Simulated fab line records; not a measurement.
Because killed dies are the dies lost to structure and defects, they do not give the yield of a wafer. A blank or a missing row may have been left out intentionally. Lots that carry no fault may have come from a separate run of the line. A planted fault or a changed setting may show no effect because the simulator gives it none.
Which tool did it?	flow gf180mcu	42 wafers from 14 lots sampled at 2 of the route's 602 steps

== WHAT EACH GAUGE READ, for each wafer ==
GF_NSD_OVL_MEAS_08. Usual: NSD_OVL typically reads 1.6 nm, with standard deviation 1.1.
lot	measured	on	NSD_OVL (nm)	flag
L207	day 13 08:48	overlay-02	1.9 0.5 1.0	
L208	day 13 16:09	overlay-02	1.4 1.9 -0.7	
L209	day 13 18:37	overlay-02	2.4 3.5 0.9	
L213	day 15 13:44	overlay-02	3.8 3.9 4.2	
L215	day 16 00:45	overlay-01	0.7 2.0 -0.2	
L216	day 16 12:54	overlay-01	2.8 3.4 3.4	
L217	day 16 17:45	overlay-01	2.5 0.5 2.1	
L219	day 17 12:35	overlay-01	1.8 2.3 2.0	
L220	day 17 15:50	overlay-02	2.1 2.1 2.8	
L223	day 18 13:02	overlay-01	0.2 0.8 2.5	
L225	day 19 05:12	overlay-02	0.1 0.6 1.3	
L228	day 20 04:47	overlay-01	1.3 0.4 0.6	
L229	day 20 13:50	overlay-01	2.6 0.3 1.4	
L230	day 20 18:12	overlay-01	0.6 -1.1 1.2	

GF_PSD_TW_MEAS_11. Usual: PSD_TW typically reads 3183, with standard deviation 25.
lot	measured	on	PSD_TW	flag
L207	day 14 04:47	film-metro-02	3206 3170 3186	
L208	day 14 13:02	film-metro-04	3121 3121 3123	
L209	day 14 15:27	film-metro-03	3169 3176 3182	
L213	day 16 11:38	film-metro-03	3160 3154 3162	
L215	day 16 22:54	film-metro-02	3195 3189 3185	
L216	day 17 11:48	film-metro-04	3129 3144 3131	
L217	day 17 16:36	film-metro-03	3186 3186 3189	
L219	day 18 12:05	film-metro-04	3185 3174 3182	
L220	day 18 16:23	film-metro-02	3203 3203 3216	
L223	day 19 13:55	film-metro-02	3225 3205 3217	
L225	day 20 06:53	film-metro-04	3153 3162 3176	
L228	day 21 05:50	film-metro-02	3173 3174 3189	
L229	day 21 15:26	film-metro-02	3182 3181 3171	
L230	day 21 20:07	film-metro-02	3191 3189 3198	

== TOOL THAT RAN EACH LOT (tool first, then ch and the chambers of the sampled wafers, then the start) ==
There is no process step in the record ahead of these readings.

== AS READ BY THE TOOLS THEMSELVES (means over the sampled wafers that have a number; for cases with no such wafer, the mark the record gives instead) ==
The record holds no such reading with a usual standard deviation.

== THE ANSWER, worked out from the rows above alone ==
Rule: take the mean of a lot's wafers that have a number; if it is more than 3 standard deviations from the usual mean, the lot is off. Also off: a lot with no number at a reading for which 4 or more lots have one. All remaining lots with rows at the step are treated as sound. The gauges are gone through in route order, then the tools' own readings, and for those a lot's mean is taken as printed above. The first step at which some lot is off is used, and at that step the reading that is off furthest; a lot without a number counts as furthest.
None of the lots is off at any reading shown; this tells nothing.

== WHAT THE SIMULATOR HAD PUT IN ==
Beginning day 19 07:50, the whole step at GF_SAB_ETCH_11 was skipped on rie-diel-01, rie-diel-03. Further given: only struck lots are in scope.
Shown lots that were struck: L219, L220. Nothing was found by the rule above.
